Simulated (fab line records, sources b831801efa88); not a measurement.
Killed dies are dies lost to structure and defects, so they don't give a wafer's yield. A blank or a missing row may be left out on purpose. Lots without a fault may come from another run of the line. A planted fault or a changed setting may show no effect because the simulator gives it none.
Which tool did it? | flow sky130 | 12 lots, 36 wafers sampled, at 2 steps of a route of 708

WHAT THE GAUGES READ, wafer by wafer
SKY_METAL1_OVL_MEAS_16.
lot  | measured     | on         | METAL1_OVL (nm)
L075 | day 33 06:14 | overlay-01 | -2 -5 -4
L077 | day 33 17:53 | overlay-01 | -6 2 0
L079 | day 34 11:44 | overlay-01 | -3 7 -3
L081 | day 35 06:43 | overlay-02 | -2 -7 1
L083 | day 36 02:59 | overlay-01 | 5 -1 2
L085 | day 36 11:12 | overlay-01 | -1 -7 -1
L087 | day 36 20:22 | overlay-02 | 7 2 1
L089 | day 38 02:41 | overlay-01 | -5 -9 -1
L091 | day 38 09:35 | overlay-02 | 12 2 5
L093 | day 38 19:21 | overlay-02 | -9 0 -10
L095 | day 39 06:54 | overlay-02 | -7 -2 -6
L097 | day 39 16:17 | overlay-02 | -6 6 0

WHICH TOOL RAN EACH LOT (tool, then ch and the chambers of the sampled wafers, then the start)
lot  | SKY_METAL1_SPUTTER_00
L075 | pvd_sputter-02, day 32 02:33
L077 | pvd_sputter-04, day 32 14:41
L079 | pvd_sputter-04, day 33 08:17
L081 | pvd_sputter-03, day 34 04:20
L083 | pvd_sputter-03, day 35 00:25
L085 | pvd_sputter-02, day 35 09:31
L087 | pvd_sputter-04, day 35 18:41
L089 | pvd_sputter-03, day 36 23:29
L091 | pvd_sputter-03, day 37 08:04
L093 | pvd_sputter-02, day 37 18:08
L095 | pvd_sputter-04, day 38 05:32
L097 | pvd_sputter-02, day 38 14:59
- SKY_METAL1_SPUTTER_00: material Ti, target thk 15 nm, time 10 s.

THE ANSWER, worked out from the rows above alone
Rule: what is usual is taken from the lots themselves. Put in order of their means at a reading, lots are off if they are a third of the lots or fewer, leave a main group of 4 or more, and stand apart from it by a gap of 3 or more times the standard deviation of the main group's means; of several such gaps the widest counts. A main group whose means are all the same, to the digits that the tables above print for the reading, isn't used. A lot without any number at a reading at which 4 lots or more have one is off too. The other lots that the step has rows for count as sound.
No lot is off at any reading shown: from this, nothing can be told.

WHAT THE SIMULATOR HAD PUT IN
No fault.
